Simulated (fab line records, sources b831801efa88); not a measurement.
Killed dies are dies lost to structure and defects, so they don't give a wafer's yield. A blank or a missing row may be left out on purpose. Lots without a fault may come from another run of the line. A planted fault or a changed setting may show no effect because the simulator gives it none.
Split-lot experiment | flow sky130 | 5 lots, 23 wafers read, on a route of 708 steps

THE SPLIT
At SKY_METAL4_SPUTTER_00 (material Ti, target thk 15 nm, time 10 s), the setting time_s was moved away from the recipe's 10 s on 8 of the 23 wafers read, by -6.7% to +12.1%. The other wafers ran this setting at the recipe's value.

The reading is taken at the split's own step.

THE READING
Ti_of_METAL4_SPUTTER_00.thk_nm (the simulator's own value, which no gauge read), in nm, at SKY_METAL4_SPUTTER_00 (material Ti, target thk 15 nm, time 10 s). The file gives no usual value for it. The 15 wafers here that ran the recipe average 14.98 nm, standard deviation 0.15 nm.

wafer  | tool, chamber at the split | time_s as run, s | against the recipe | Ti_of_METAL4_SPUTTER_00.thk_nm, nm | against lot-mates on the recipe
L077.1 | pvd_sputter-03, -          | 10               | recipe             | 14.71                              | -
L077.4 | pvd_sputter-03, -          | 10               | recipe             | 15.09                              | -
L077.5 | pvd_sputter-03, -          | 10               | recipe             | 15.1                               | -
L079.1 | pvd_sputter-01, -          | 9.326            | -6.7%              | 14.08                              | -0.82
L079.2 | pvd_sputter-01, -          | 10               | recipe             | 14.84                              | -
L079.4 | pvd_sputter-01, -          | 9.326            | -6.7%              | 13.74                              | -1.16
L079.5 | pvd_sputter-01, -          | 9.326            | -6.7%              | 13.87                              | -1.03
L079.6 | pvd_sputter-01, -          | 10               | recipe             | 14.96                              | -
L082.1 | pvd_sputter-04, -          | 10               | recipe             | 15.24                              | -
L082.2 | pvd_sputter-04, -          | 10               | recipe             | 14.97                              | -
L082.4 | pvd_sputter-04, -          | 11.21            | +12.1%             | 16.69                              | +1.58
L082.5 | pvd_sputter-04, -          | 10               | recipe             | 15.12                              | -
L082.6 | pvd_sputter-04, -          | 11.21            | +12.1%             | 16.86                              | +1.75
L083.1 | pvd_sputter-04, -          | 11.06            | +10.6%             | 16.41                              | +1.46
L083.2 | pvd_sputter-04, -          | 10               | recipe             | 14.95                              | -
L083.3 | pvd_sputter-04, -          | 11.06            | +10.6%             | 16.55                              | +1.61
L083.4 | pvd_sputter-04, -          | 11.06            | +10.6%             | 16.62                              | +1.68
L083.6 | pvd_sputter-04, -          | 10               | recipe             | 14.94                              | -
L085.1 | pvd_sputter-04, -          | 10               | recipe             | 15.16                              | -
L085.2 | pvd_sputter-04, -          | 10               | recipe             | 14.87                              | -
L085.4 | pvd_sputter-04, -          | 10               | recipe             | 14.78                              | -
L085.5 | pvd_sputter-04, -          | 10               | recipe             | 15.1                               | -
L085.6 | pvd_sputter-04, -          | 10               | recipe             | 14.84                              | -

THE FIT
A straight line over all 23 wafers: Ti_of_METAL4_SPUTTER_00.thk_nm changes by +0.15 nm for each +1% of time_s; r = +0.99; the points scatter about the line by 0.14 nm.
The same after taking each lot's own level away (the mean of its wafers on the recipe; 23 wafers): +0.145 nm for each +1%; r = +0.99; scatter 0.13 nm.
On that fit, the largest move of time_s shifts the reading by 1.8 nm.
The lots' own levels span 14.900 to 15.110 nm, that is 1.4 times the standard deviation above.
So the lot-to-lot level changes the slope little: the two slopes agree.
Check: with one of the wafers moved furthest among these (+12.1%) left out of the fit, the line predicts +1.79 nm for it against its lot-mates. It came out at +1.58 nm against them.

OTHER SPLITS ON THESE WAFERS
These wafers also went through other splits before the reading. Each is held against what the fit with the lots' levels taken away leaves over:
other split on the same wafers     | wafers away from the commonest value | r with Ti_of_METAL4_SPUTTER_00.thk_nm (lot level and that fit taken away)
SKY_VIA2_ETCH_14 bias_w            | 8                                    | -0.16
SKY_CAPM_SPUTTER_02 time_s         | 4                                    | -0.13
SKY_METAL3_COAT_08 spin_rpm        | 7                                    | -0.07
SKY_VIA3_CMP_02 leave_above_ref_nm | 11                                   | +0.02
SKY_VIA3_COAT_07 resist_thk_nm     | 9                                    | -0.02
SKY_VIA3_ETCH_15 time_s            | 8                                    | -0.21

THE FILE'S OWN FIT
Ti_of_METAL4_SPUTTER_00.thk_nm changes by +0.143 nm for each +1% of time_s, r = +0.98.
